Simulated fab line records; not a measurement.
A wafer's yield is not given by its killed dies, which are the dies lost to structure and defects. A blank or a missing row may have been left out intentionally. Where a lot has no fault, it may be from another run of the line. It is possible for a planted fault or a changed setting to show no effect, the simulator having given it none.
fab line records / flow sky130
record lots=15 wafers=45 last-day=50
route steps=708 shown FIELD_ISO@12 METAL1@435 VIA2@508
lots that met no fault: taken from a fault-free run of the same line
start-h: hours from the record's first day to the start of the lot's first wafer shown / wait-h: hours elapsed since this lot's preceding step / " as in the row above / L1.1+2: one row covering several wafers at once / - value missing, or start not given / * or withheld: withheld / < > ~ a bound
route shown NAME@n: names a module that has steps shown in the file, with the first one's number in the route / usual: the fault-free wafers' mean and standard deviation / same: alike in all rows / chamber/n: place in a boat / sites: per-site readings / _std_site: standard deviation of those values / _edge_site: inner sites' mean taken away from outer sites' mean / radius-mm: for every site, how far away it sits from the centre of the wafer / mask NAME#n: copy n / behind: the tool/chamber that last shaped the wafer / hold: reason for holding the lot/hours on hold/outcome of the hold / device: the n, p or np transistor that did not switch / end of line: tests run on the same wafers once the route is complete / for a step that has no rows: nothing shown but its recipe / killed: at the first sort, the dies lost to defects and structure; wafer yield is something else / map: dies across one wafer; x = killed, . = not, _ = none there
set.NAME: the run value of the setting; set.NAME@STEP: its run value at that earlier step / model.NAME: the simulator's own value behind a step, which no gauge read
the route's steps for a sample of lots (tables are steps, rows are wafers)
services: a tool's chamber out of use, with start hour (start-h, from the record's first day; less than 0 if before it), hours out, and reason
## steps
# step SKY_FIELD_ISO_PEB_11
# recipe peb-temp-c=withheld peb-time-s=withheld resist=KrF-thick
# usual chill-plate-temp-C=* exhaust-pa=44.9/0.93
lot.wafer=L320.3 tool=litho-track-03 chamber=0 start-h=28 wait-h=- chill-plate-temp-C=* exhaust-pa=45.7
lot.wafer=L320.5 tool=litho-track-03 chamber=0 start-h=28 wait-h=- chill-plate-temp-C=* exhaust-pa=44.1
lot.wafer=L320.6 tool=litho-track-03 chamber=0 start-h=28 wait-h=- chill-plate-temp-C=* exhaust-pa=44.7
lot.wafer=L321.2 tool=litho-track-01 chamber=0 start-h=34 wait-h=- chill-plate-temp-C=* exhaust-pa=44.9
lot.wafer=L321.3 tool=litho-track-01 chamber=0 start-h=34 wait-h=- chill-plate-temp-C=* exhaust-pa=45.4
lot.wafer=L321.4 tool=litho-track-01 chamber=0 start-h=34 wait-h=- chill-plate-temp-C=* exhaust-pa=45.0
lot.wafer=L322.2 tool=litho-track-01 chamber=0 start-h=38 wait-h=- chill-plate-temp-C=* exhaust-pa=46.2
lot.wafer=L322.3 tool=litho-track-01 chamber=0 start-h=38 wait-h=- chill-plate-temp-C=* exhaust-pa=43.8
lot.wafer=L322.6 tool=litho-track-01 chamber=0 start-h=38 wait-h=- chill-plate-temp-C=* exhaust-pa=44.0
lot.wafer=L324.2 tool=litho-track-04 chamber=0 start-h=49 wait-h=- chill-plate-temp-C=* exhaust-pa=45.8
lot.wafer=L324.5 tool=litho-track-04 chamber=0 start-h=49 wait-h=- chill-plate-temp-C=* exhaust-pa=45.2
lot.wafer=L324.6 tool=litho-track-04 chamber=0 start-h=49 wait-h=- chill-plate-temp-C=* exhaust-pa=44.5
lot.wafer=L325.1 tool=litho-track-03 chamber=0 start-h=54 wait-h=- chill-plate-temp-C=* exhaust-pa=45.2
lot.wafer=L325.3 tool=litho-track-03 chamber=0 start-h=54 wait-h=- chill-plate-temp-C=* exhaust-pa=45.6
lot.wafer=L325.6 tool=litho-track-03 chamber=0 start-h=54 wait-h=- chill-plate-temp-C=* exhaust-pa=46.4
lot.wafer=L326.2 tool=litho-track-01 chamber=0 start-h=58 wait-h=- chill-plate-temp-C=* exhaust-pa=45.4
lot.wafer=L326.4 tool=litho-track-01 chamber=0 start-h=58 wait-h=- chill-plate-temp-C=* exhaust-pa=46.2
lot.wafer=L326.6 tool=litho-track-01 chamber=0 start-h=58 wait-h=- chill-plate-temp-C=* exhaust-pa=46.0
lot.wafer=L327.1 tool=litho-track-04 chamber=0 start-h=65 wait-h=- chill-plate-temp-C=* exhaust-pa=44.8
lot.wafer=L327.4 tool=litho-track-04 chamber=0 start-h=65 wait-h=- chill-plate-temp-C=* exhaust-pa=44.3
lot.wafer=L327.5 tool=litho-track-04 chamber=0 start-h=65 wait-h=- chill-plate-temp-C=* exhaust-pa=44.1
lot.wafer=L328.2 tool=litho-track-01 chamber=- start-h=69 wait-h=- chill-plate-temp-C=- exhaust-pa=-
lot.wafer=L328.3 tool=litho-track-01 chamber=- start-h=69 wait-h=- chill-plate-temp-C=- exhaust-pa=-
lot.wafer=L328.6 tool=litho-track-01 chamber=- start-h=69 wait-h=- chill-plate-temp-C=- exhaust-pa=-
lot.wafer=L329.1 tool=litho-track-01 chamber=- start-h=74 wait-h=- chill-plate-temp-C=- exhaust-pa=-
lot.wafer=L329.5 tool=litho-track-01 chamber=- start-h=75 wait-h=- chill-plate-temp-C=- exhaust-pa=-
lot.wafer=L329.6 tool=litho-track-01 chamber=- start-h=75 wait-h=- chill-plate-temp-C=- exhaust-pa=-
lot.wafer=L330.1 tool=litho-track-03 chamber=- start-h=81 wait-h=- chill-plate-temp-C=- exhaust-pa=-
lot.wafer=L330.3 tool=litho-track-03 chamber=- start-h=81 wait-h=- chill-plate-temp-C=- exhaust-pa=-
lot.wafer=L330.5 tool=litho-track-03 chamber=- start-h=81 wait-h=- chill-plate-temp-C=- exhaust-pa=-
lot.wafer=L339.2 tool=litho-track-01 chamber=0 start-h=128 wait-h=- chill-plate-temp-C=* exhaust-pa=44.8
lot.wafer=L339.3 tool=litho-track-01 chamber=0 start-h=128 wait-h=- chill-plate-temp-C=* exhaust-pa=44.4
lot.wafer=L339.4 tool=litho-track-01 chamber=0 start-h=128 wait-h=- chill-plate-temp-C=* exhaust-pa=44.8
lot.wafer=L340.1 tool=litho-track-01 chamber=0 start-h=132 wait-h=- chill-plate-temp-C=* exhaust-pa=44.5
lot.wafer=L340.4 tool=litho-track-01 chamber=0 start-h=132 wait-h=- chill-plate-temp-C=* exhaust-pa=45.8
lot.wafer=L340.6 tool=litho-track-01 chamber=0 start-h=132 wait-h=- chill-plate-temp-C=* exhaust-pa=44.0
lot.wafer=L341.1 tool=litho-track-04 chamber=0 start-h=137 wait-h=- chill-plate-temp-C=* exhaust-pa=44.6
lot.wafer=L341.4 tool=litho-track-04 chamber=0 start-h=137 wait-h=- chill-plate-temp-C=* exhaust-pa=44.8
lot.wafer=L341.6 tool=litho-track-04 chamber=0 start-h=137 wait-h=- chill-plate-temp-C=* exhaust-pa=43.5
lot.wafer=L342.3 tool=litho-track-01 chamber=0 start-h=145 wait-h=- chill-plate-temp-C=* exhaust-pa=44.5
lot.wafer=L342.4 tool=litho-track-01 chamber=0 start-h=145 wait-h=- chill-plate-temp-C=* exhaust-pa=45.1
lot.wafer=L342.5 tool=litho-track-01 chamber=0 start-h=145 wait-h=- chill-plate-temp-C=* exhaust-pa=44.2
lot.wafer=L343.1 tool=litho-track-04 chamber=0 start-h=148 wait-h=- chill-plate-temp-C=* exhaust-pa=43.5
lot.wafer=L343.3 tool=litho-track-04 chamber=0 start-h=148 wait-h=- chill-plate-temp-C=* exhaust-pa=43.6
lot.wafer=L343.5 tool=litho-track-04 chamber=0 start-h=148 wait-h=- chill-plate-temp-C=* exhaust-pa=43.9
# step SKY_METAL1_SPUTTER_01
# recipe material=TiN target-thk-nm=20 power-w=6500 time-s=16.7 chamber-pressure-pa=0.4
# usual throttle-valve-pct=30.2/0.85
lot.wafer=L320.3 tool=pvd-sputter-03 chamber=- start-h=735.23 wait-h=0.0 throttle-valve-pct=30.5
lot.wafer=L320.5 tool=pvd-sputter-03 chamber=- start-h=735.23 wait-h=0.0 throttle-valve-pct=30.3
lot.wafer=L320.6 tool=pvd-sputter-03 chamber=- start-h=735.23 wait-h=0.0 throttle-valve-pct=29.1
lot.wafer=L321.2 tool=pvd-sputter-04 chamber=- start-h=741.83 wait-h=0.0 throttle-valve-pct=30.5
lot.wafer=L321.3 tool=pvd-sputter-04 chamber=- start-h=741.83 wait-h=0.0 throttle-valve-pct=29.7
lot.wafer=L321.4 tool=pvd-sputter-04 chamber=- start-h=741.83 wait-h=0.0 throttle-valve-pct=30.6
lot.wafer=L322.2 tool=pvd-sputter-01 chamber=- start-h=746.25 wait-h=0.0 throttle-valve-pct=30.3
lot.wafer=L322.3 tool=pvd-sputter-01 chamber=- start-h=746.25 wait-h=0.0 throttle-valve-pct=29.6
lot.wafer=L322.6 tool=pvd-sputter-01 chamber=- start-h=746.25 wait-h=0.0 throttle-valve-pct=29.1
lot.wafer=L324.2 tool=pvd-sputter-03 chamber=- start-h=770.27 wait-h=0.0 throttle-valve-pct=30.3
lot.wafer=L324.5 tool=pvd-sputter-03 chamber=- start-h=770.27 wait-h=0.0 throttle-valve-pct=30.2
lot.wafer=L324.6 tool=pvd-sputter-03 chamber=- start-h=770.27 wait-h=0.0 throttle-valve-pct=29.0
lot.wafer=L325.1 tool=pvd-sputter-01 chamber=- start-h=773.60 wait-h=0.0 throttle-valve-pct=30.3
lot.wafer=L325.3 tool=pvd-sputter-01 chamber=- start-h=773.60 wait-h=0.0 throttle-valve-pct=32.3
lot.wafer=L325.6 tool=pvd-sputter-01 chamber=- start-h=773.60 wait-h=0.0 throttle-valve-pct=30.0
lot.wafer=L326.2 tool=pvd-sputter-04 chamber=- start-h=788.52 wait-h=0.0 throttle-valve-pct=30.5
lot.wafer=L326.4 tool=pvd-sputter-04 chamber=- start-h=788.52 wait-h=0.0 throttle-valve-pct=30.8
lot.wafer=L326.6 tool=pvd-sputter-04 chamber=- start-h=788.52 wait-h=0.0 throttle-valve-pct=30.6
lot.wafer=L327.1 tool=pvd-sputter-04 chamber=- start-h=791.75 wait-h=0.0 throttle-valve-pct=29.7
lot.wafer=L327.4 tool=pvd-sputter-04 chamber=- start-h=791.75 wait-h=0.0 throttle-valve-pct=30.1
lot.wafer=L327.5 tool=pvd-sputter-04 chamber=- start-h=791.75 wait-h=0.0 throttle-valve-pct=30.8
lot.wafer=L339.2 tool=pvd-sputter-01 chamber=- start-h=885.12 wait-h=0.0 throttle-valve-pct=29.9
lot.wafer=L339.3 tool=pvd-sputter-01 chamber=- start-h=885.12 wait-h=0.0 throttle-valve-pct=29.6
lot.wafer=L339.4 tool=pvd-sputter-01 chamber=- start-h=885.12 wait-h=0.0 throttle-valve-pct=29.3
lot.wafer=L340.1 tool=pvd-sputter-01 chamber=- start-h=885.72 wait-h=0.0 throttle-valve-pct=29.1
lot.wafer=L340.4 tool=pvd-sputter-01 chamber=- start-h=885.72 wait-h=0.0 throttle-valve-pct=30.1
lot.wafer=L340.6 tool=pvd-sputter-01 chamber=- start-h=885.72 wait-h=0.0 throttle-valve-pct=32.4
lot.wafer=L341.1 tool=pvd-sputter-01 chamber=- start-h=896.51 wait-h=0.0 throttle-valve-pct=32.5
lot.wafer=L341.4 tool=pvd-sputter-01 chamber=- start-h=896.51 wait-h=0.0 throttle-valve-pct=30.1
lot.wafer=L341.6 tool=pvd-sputter-01 chamber=- start-h=896.51 wait-h=0.0 throttle-valve-pct=32.4
lot.wafer=L342.3 tool=pvd-sputter-04 chamber=- start-h=902.34 wait-h=0.0 throttle-valve-pct=30.0
lot.wafer=L342.4 tool=pvd-sputter-04 chamber=- start-h=902.34 wait-h=0.0 throttle-valve-pct=30.5
lot.wafer=L342.5 tool=pvd-sputter-04 chamber=- start-h=902.34 wait-h=0.0 throttle-valve-pct=30.5
lot.wafer=L343.1 tool=pvd-sputter-03 chamber=- start-h=909.48 wait-h=0.0 throttle-valve-pct=30.4
lot.wafer=L343.3 tool=pvd-sputter-03 chamber=- start-h=909.48 wait-h=0.0 throttle-valve-pct=28.8
lot.wafer=L343.5 tool=pvd-sputter-03 chamber=- start-h=909.48 wait-h=0.0 throttle-valve-pct=28.8
# step SKY_VIA2_THK_MEAS_01
# recipe reads=SiO2_of_VIA2_HDPCVD_00
# usual VIA2_HDPCVD_THK=1176/11
lot.wafer=L320.3 tool=film-metro-03 chamber=- start-h=819.92 wait-h=0.1 VIA2_HDPCVD_THK[nm]=1178
lot.wafer=L320.5 tool=film-metro-03 chamber=- start-h=819.92 wait-h=0.1 VIA2_HDPCVD_THK[nm]=1174
lot.wafer=L320.6 tool=film-metro-03 chamber=- start-h=819.92 wait-h=0.1 VIA2_HDPCVD_THK[nm]=1177
lot.wafer=L321.2 tool=film-metro-03 chamber=- start-h=826.79 wait-h=0.1 VIA2_HDPCVD_THK[nm]=1190
lot.wafer=L321.3 tool=film-metro-03 chamber=- start-h=826.79 wait-h=0.1 VIA2_HDPCVD_THK[nm]=1166
lot.wafer=L321.4 tool=film-metro-03 chamber=- start-h=826.79 wait-h=0.1 VIA2_HDPCVD_THK[nm]=1184
lot.wafer=L322.2 tool=film-metro-04 chamber=- start-h=830.40 wait-h=0.1 VIA2_HDPCVD_THK[nm]=1183
lot.wafer=L322.3 tool=film-metro-04 chamber=- start-h=830.40 wait-h=0.1 VIA2_HDPCVD_THK[nm]=1183
lot.wafer=L322.6 tool=film-metro-04 chamber=- start-h=830.40 wait-h=0.1 VIA2_HDPCVD_THK[nm]=1195
lot.wafer=L324.2 tool=film-metro-04 chamber=- start-h=854.55 wait-h=0.1 VIA2_HDPCVD_THK[nm]=1170
lot.wafer=L324.5 tool=film-metro-04 chamber=- start-h=854.55 wait-h=0.1 VIA2_HDPCVD_THK[nm]=1175
lot.wafer=L324.6 tool=film-metro-04 chamber=- start-h=854.55 wait-h=0.1 VIA2_HDPCVD_THK[nm]=1171
lot.wafer=L325.1 tool=film-metro-03 chamber=- start-h=857.28 wait-h=0.1 VIA2_HDPCVD_THK[nm]=1182
lot.wafer=L325.3 tool=film-metro-03 chamber=- start-h=857.28 wait-h=0.1 VIA2_HDPCVD_THK[nm]=1180
lot.wafer=L325.6 tool=film-metro-03 chamber=- start-h=857.28 wait-h=0.1 VIA2_HDPCVD_THK[nm]=1168
lot.wafer=L326.2 tool=film-metro-04 chamber=- start-h=872.67 wait-h=0.1 VIA2_HDPCVD_THK[nm]=1167
lot.wafer=L326.4 tool=film-metro-04 chamber=- start-h=872.67 wait-h=0.1 VIA2_HDPCVD_THK[nm]=1176
lot.wafer=L326.6 tool=film-metro-04 chamber=- start-h=872.67 wait-h=0.1 VIA2_HDPCVD_THK[nm]=1183
lot.wafer=L327.1 tool=film-metro-03 chamber=- start-h=874.76 wait-h=0.1 VIA2_HDPCVD_THK[nm]=1173
lot.wafer=L327.4 tool=film-metro-03 chamber=- start-h=874.76 wait-h=0.1 VIA2_HDPCVD_THK[nm]=1181
lot.wafer=L327.5 tool=film-metro-03 chamber=- start-h=874.76 wait-h=0.1 VIA2_HDPCVD_THK[nm]=1172
lot.wafer=L339.2 tool=film-metro-03 chamber=- start-h=962.95 wait-h=0.1 VIA2_HDPCVD_THK[nm]=1173
lot.wafer=L339.3 tool=film-metro-03 chamber=- start-h=962.95 wait-h=0.1 VIA2_HDPCVD_THK[nm]=1193
lot.wafer=L339.4 tool=film-metro-03 chamber=- start-h=962.95 wait-h=0.1 VIA2_HDPCVD_THK[nm]=1173
lot.wafer=L340.1 tool=film-metro-04 chamber=- start-h=966.88 wait-h=0.1 VIA2_HDPCVD_THK[nm]=1178
lot.wafer=L340.4 tool=film-metro-04 chamber=- start-h=966.88 wait-h=0.1 VIA2_HDPCVD_THK[nm]=1170
lot.wafer=L340.6 tool=film-metro-04 chamber=- start-h=966.88 wait-h=0.1 VIA2_HDPCVD_THK[nm]=1172
lot.wafer=L341.1 tool=film-metro-04 chamber=- start-h=974.41 wait-h=0.1 VIA2_HDPCVD_THK[nm]=1185
lot.wafer=L341.4 tool=film-metro-04 chamber=- start-h=974.41 wait-h=0.1 VIA2_HDPCVD_THK[nm]=1184
lot.wafer=L341.6 tool=film-metro-04 chamber=- start-h=974.41 wait-h=0.1 VIA2_HDPCVD_THK[nm]=1173
lot.wafer=L342.3 tool=film-metro-04 chamber=- start-h=979.63 wait-h=0.1 VIA2_HDPCVD_THK[nm]=1179
lot.wafer=L342.4 tool=film-metro-04 chamber=- start-h=979.63 wait-h=0.1 VIA2_HDPCVD_THK[nm]=1170
lot.wafer=L342.5 tool=film-metro-04 chamber=- start-h=979.63 wait-h=0.1 VIA2_HDPCVD_THK[nm]=1174
lot.wafer=L343.1 tool=film-metro-04 chamber=- start-h=986.69 wait-h=0.1 VIA2_HDPCVD_THK[nm]=1169
lot.wafer=L343.3 tool=film-metro-04 chamber=- start-h=986.69 wait-h=0.1 VIA2_HDPCVD_THK[nm]=1159
lot.wafer=L343.5 tool=film-metro-04 chamber=- start-h=986.69 wait-h=0.1 VIA2_HDPCVD_THK[nm]=1153
# step SKY_VIA2_ETCH_14
# recipe chemistry=N2/H2 target=BARC ion-energy-ev=200 source-w=500 bias-w=100 pressure-mtorr=30 n2-flow-sccm=100 h2-flow-sccm=200 stop-on=SiO2 time-s=45.9 target-depth-a=600
# usual drypump-motor-current-A=6.0/0.46 oes-product-au=0.854/0.0047 throttle-valve-pct=13.225/0.0097
lot.wafer=L320.3 tool=rie-diel-03 chamber=3 start-h=847.23 wait-h=0.0 drypump-motor-current-A=5.9 oes-product-au=0.860 rf-hours-counter-h=17 throttle-valve-pct=13.220
lot.wafer=L320.5 tool=rie-diel-03 chamber=1 start-h=847.23 wait-h=0.0 drypump-motor-current-A=6.3 oes-product-au=0.856 rf-hours-counter-h=- throttle-valve-pct=13.222
lot.wafer=L320.6 tool=rie-diel-03 chamber=0 start-h=847.23 wait-h=0.0 drypump-motor-current-A=5.8 oes-product-au=0.857 rf-hours-counter-h=- throttle-valve-pct=13.222
lot.wafer=L321.2 tool=rie-diel-04 chamber=0 start-h=853.25 wait-h=0.0 drypump-motor-current-A=5.9 oes-product-au=0.858 rf-hours-counter-h=18 throttle-valve-pct=13.238
lot.wafer=L321.3 tool=rie-diel-04 chamber=3 start-h=853.25 wait-h=0.0 drypump-motor-current-A=5.2 oes-product-au=0.850 rf-hours-counter-h=6 throttle-valve-pct=13.220
lot.wafer=L321.4 tool=rie-diel-04 chamber=1 start-h=853.25 wait-h=0.0 drypump-motor-current-A=6.5 oes-product-au=0.852 rf-hours-counter-h=2 throttle-valve-pct=13.225
lot.wafer=L322.2 tool=rie-diel-04 chamber=1 start-h=856.58 wait-h=0.0 drypump-motor-current-A=6.6 oes-product-au=0.854 rf-hours-counter-h=2 throttle-valve-pct=13.228
lot.wafer=L322.3 tool=rie-diel-04 chamber=3 start-h=856.58 wait-h=0.0 drypump-motor-current-A=5.2 oes-product-au=0.852 rf-hours-counter-h=6 throttle-valve-pct=13.208
lot.wafer=L322.6 tool=rie-diel-04 chamber=3 start-h=856.58 wait-h=0.0 drypump-motor-current-A=5.2 oes-product-au=0.856 rf-hours-counter-h=- throttle-valve-pct=13.223
lot.wafer=L324.2 tool=rie-diel-01 chamber=1 start-h=880.78 wait-h=0.0 drypump-motor-current-A=6.8 oes-product-au=0.853 rf-hours-counter-h=4 throttle-valve-pct=13.235
lot.wafer=L324.5 tool=rie-diel-01 chamber=3 start-h=880.78 wait-h=0.0 drypump-motor-current-A=5.7 oes-product-au=0.848 rf-hours-counter-h=- throttle-valve-pct=13.240
lot.wafer=L324.6 tool=rie-diel-01 chamber=0 start-h=880.78 wait-h=0.0 drypump-motor-current-A=5.4 oes-product-au=0.858 rf-hours-counter-h=- throttle-valve-pct=13.222
lot.wafer=L325.1 tool=rie-diel-01 chamber=3 start-h=883.90 wait-h=0.0 drypump-motor-current-A=5.7 oes-product-au=0.860 rf-hours-counter-h=9 throttle-valve-pct=13.222
lot.wafer=L325.3 tool=rie-diel-01 chamber=2 start-h=883.90 wait-h=0.0 drypump-motor-current-A=6.4 oes-product-au=0.857 rf-hours-counter-h=12 throttle-valve-pct=13.228
lot.wafer=L325.6 tool=rie-diel-01 chamber=0 start-h=883.90 wait-h=0.0 drypump-motor-current-A=5.4 oes-product-au=0.851 rf-hours-counter-h=- throttle-valve-pct=13.218
lot.wafer=L326.2 tool=rie-diel-03 chamber=2 start-h=899.05 wait-h=0.0 drypump-motor-current-A=5.6 oes-product-au=0.859 rf-hours-counter-h=12 throttle-valve-pct=13.238
lot.wafer=L326.4 tool=rie-diel-03 chamber=0 start-h=899.05 wait-h=0.0 drypump-motor-current-A=5.8 oes-product-au=0.858 rf-hours-counter-h=22 throttle-valve-pct=13.225
lot.wafer=L326.6 tool=rie-diel-03 chamber=0 start-h=899.05 wait-h=0.0 drypump-motor-current-A=5.8 oes-product-au=0.846 rf-hours-counter-h=- throttle-valve-pct=13.223
lot.wafer=L327.1 tool=rie-diel-01 chamber=2 start-h=900.55 wait-h=0.0 drypump-motor-current-A=6.4 oes-product-au=0.852 rf-hours-counter-h=13 throttle-valve-pct=13.216
lot.wafer=L327.4 tool=rie-diel-01 chamber=0 start-h=900.55 wait-h=0.0 drypump-motor-current-A=5.4 oes-product-au=0.850 rf-hours-counter-h=19 throttle-valve-pct=13.227
lot.wafer=L327.5 tool=rie-diel-01 chamber=1 start-h=900.55 wait-h=0.0 drypump-motor-current-A=6.8 oes-product-au=0.859 rf-hours-counter-h=- throttle-valve-pct=13.237
lot.wafer=L339.2 tool=rie-diel-04 chamber=1 start-h=987.48 wait-h=0.0 drypump-motor-current-A=6.6 oes-product-au=0.843 rf-hours-counter-h=6 throttle-valve-pct=13.226
lot.wafer=L339.3 tool=rie-diel-04 chamber=2 start-h=987.48 wait-h=0.0 drypump-motor-current-A=6.3 oes-product-au=0.852 rf-hours-counter-h=5 throttle-valve-pct=13.220
lot.wafer=L339.4 tool=rie-diel-04 chamber=3 start-h=987.48 wait-h=0.0 drypump-motor-current-A=5.2 oes-product-au=0.862 rf-hours-counter-h=10 throttle-valve-pct=13.245
lot.wafer=L340.1 tool=rie-diel-04 chamber=1 start-h=990.98 wait-h=0.0 drypump-motor-current-A=6.6 oes-product-au=0.851 rf-hours-counter-h=6 throttle-valve-pct=13.219
lot.wafer=L340.4 tool=rie-diel-04 chamber=0 start-h=990.98 wait-h=0.0 drypump-motor-current-A=5.9 oes-product-au=0.852 rf-hours-counter-h=22 throttle-valve-pct=13.230
lot.wafer=L340.6 tool=rie-diel-04 chamber=2 start-h=990.98 wait-h=0.0 drypump-motor-current-A=6.2 oes-product-au=0.851 rf-hours-counter-h=- throttle-valve-pct=13.231
lot.wafer=L341.1 tool=rie-diel-04 chamber=2 start-h=998.56 wait-h=0.0 drypump-motor-current-A=6.3 oes-product-au=0.861 rf-hours-counter-h=6 throttle-valve-pct=13.218
lot.wafer=L341.4 tool=rie-diel-04 chamber=3 start-h=998.56 wait-h=0.0 drypump-motor-current-A=5.2 oes-product-au=0.849 rf-hours-counter-h=10 throttle-valve-pct=13.233
lot.wafer=L341.6 tool=rie-diel-04 chamber=3 start-h=998.56 wait-h=0.0 drypump-motor-current-A=5.2 oes-product-au=0.852 rf-hours-counter-h=- throttle-valve-pct=13.207
lot.wafer=L342.3 tool=rie-diel-03 chamber=0 start-h=1003.83 wait-h=0.0 drypump-motor-current-A=5.8 oes-product-au=0.860 rf-hours-counter-h=26 throttle-valve-pct=13.220
lot.wafer=L342.4 tool=rie-diel-03 chamber=2 start-h=1003.83 wait-h=0.0 drypump-motor-current-A=5.6 oes-product-au=0.851 rf-hours-counter-h=- throttle-valve-pct=13.228
lot.wafer=L342.5 tool=rie-diel-03 chamber=3 start-h=1003.83 wait-h=0.0 drypump-motor-current-A=5.9 oes-product-au=0.860 rf-hours-counter-h=- throttle-valve-pct=13.197
lot.wafer=L343.1 tool=rie-diel-03 chamber=0 start-h=1010.25 wait-h=0.0 drypump-motor-current-A=5.8 oes-product-au=0.855 rf-hours-counter-h=26 throttle-valve-pct=13.223
lot.wafer=L343.3 tool=rie-diel-03 chamber=1 start-h=1010.25 wait-h=0.0 drypump-motor-current-A=6.3 oes-product-au=0.857 rf-hours-counter-h=10 throttle-valve-pct=13.233
lot.wafer=L343.5 tool=rie-diel-03 chamber=1 start-h=1010.25 wait-h=0.0 drypump-motor-current-A=6.3 oes-product-au=0.851 rf-hours-counter-h=- throttle-valve-pct=13.228
## services
tool=pvd-sputter-01 chamber=- start-h=64.56 hours=10.6 kind=repair
tool=pvd-sputter-01 chamber=- start-h=75.55 hours=8.4 kind=repair
tool=pvd-sputter-01 chamber=- start-h=76.24 hours=4.2 kind=repair
tool=rie-diel-04 chamber=1 start-h=98.12 hours=2.1 kind=repair
tool=rie-diel-04 chamber=- start-h=110.60 hours=15.6 kind=pm
tool=rie-diel-04 chamber=3 start-h=130.04 hours=8.7 kind=repair
tool=pvd-sputter-01 chamber=- start-h=167.84 hours=2.5 kind=repair
tool=pvd-sputter-01 chamber=- start-h=198.38 hours=6.0 kind=repair
tool=pvd-sputter-01 chamber=- start-h=257.63 hours=1.7 kind=repair
tool=rie-diel-04 chamber=3 start-h=279.09 hours=3.1 kind=repair
tool=pvd-sputter-01 chamber=- start-h=327.68 hours=0.5 kind=repair
tool=pvd-sputter-01 chamber=- start-h=343.89 hours=1.1 kind=repair
tool=rie-diel-04 chamber=0 start-h=368.76 hours=1.4 kind=repair
tool=rie-diel-04 chamber=2 start-h=380.20 hours=5.4 kind=repair
tool=rie-diel-04 chamber=2 start-h=403.37 hours=9.3 kind=repair
tool=rie-diel-04 chamber=1 start-h=483.59 hours=7.1 kind=repair
tool=pvd-sputter-01 chamber=- start-h=484.96 hours=7.4 kind=repair
tool=rie-diel-04 chamber=0 start-h=490.33 hours=7.0 kind=repair
tool=rie-diel-04 chamber=0 start-h=511.23 hours=1.3 kind=repair
tool=pvd-sputter-01 chamber=- start-h=519.88 hours=1.1 kind=repair
tool=pvd-sputter-01 chamber=- start-h=543.94 hours=1.3 kind=repair
tool=pvd-sputter-01 chamber=- start-h=547.93 hours=4.4 kind=repair
tool=rie-diel-04 chamber=- start-h=651.60 hours=2.8 kind=pm
tool=rie-diel-04 chamber=- start-h=682.41 hours=0.2 kind=repair
## key
first-sign step=SKY_FIELD_ISO_PEB_11 reading=tool-record direction=missing
effect none on later readings
met-at SKY_FIELD_ISO_PEB_11
struck-lots L328,L329,L330
later-rows-left-out L328.2,L328.3,L328.6,L329.1,L329.5,L329.6,L330.1,L330.3,L330.5
sort-left-out L328.2,L328.3,L328.6,L329.1,L329.5,L329.6,L330.1,L330.3,L330.5
tester-left-out L328,L329,L330
not-acting-at SKY_METAL1_SPUTTER_01,SKY_VIA2_THK_MEAS_01,SKY_VIA2_ETCH_14
onset-between 58 69
fault kind=skipped-step-whole tool=litho-track-01,litho-track-03 chamber=- onset-h=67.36 steps=SKY_FIELD_ISO_PEB_11 scope=struck-lots-only
# tester-left-out: of these lots the tester's yield and bins aren't shown, on N5 and GAA mostly nor the transistor test; their killed dies are dies lost to structure and defects alone, not to doping, threshold or leakage, so they don't give the yield
# sort-left-out: the simulated sort isn't trusted on such a fault, so these wafers' sort isn't shown, and their yield isn't known
# later-rows-left-out: the simulator's readings of these wafers behind a module that went badly wrong aren't trusted and aren't shown, but for the sort
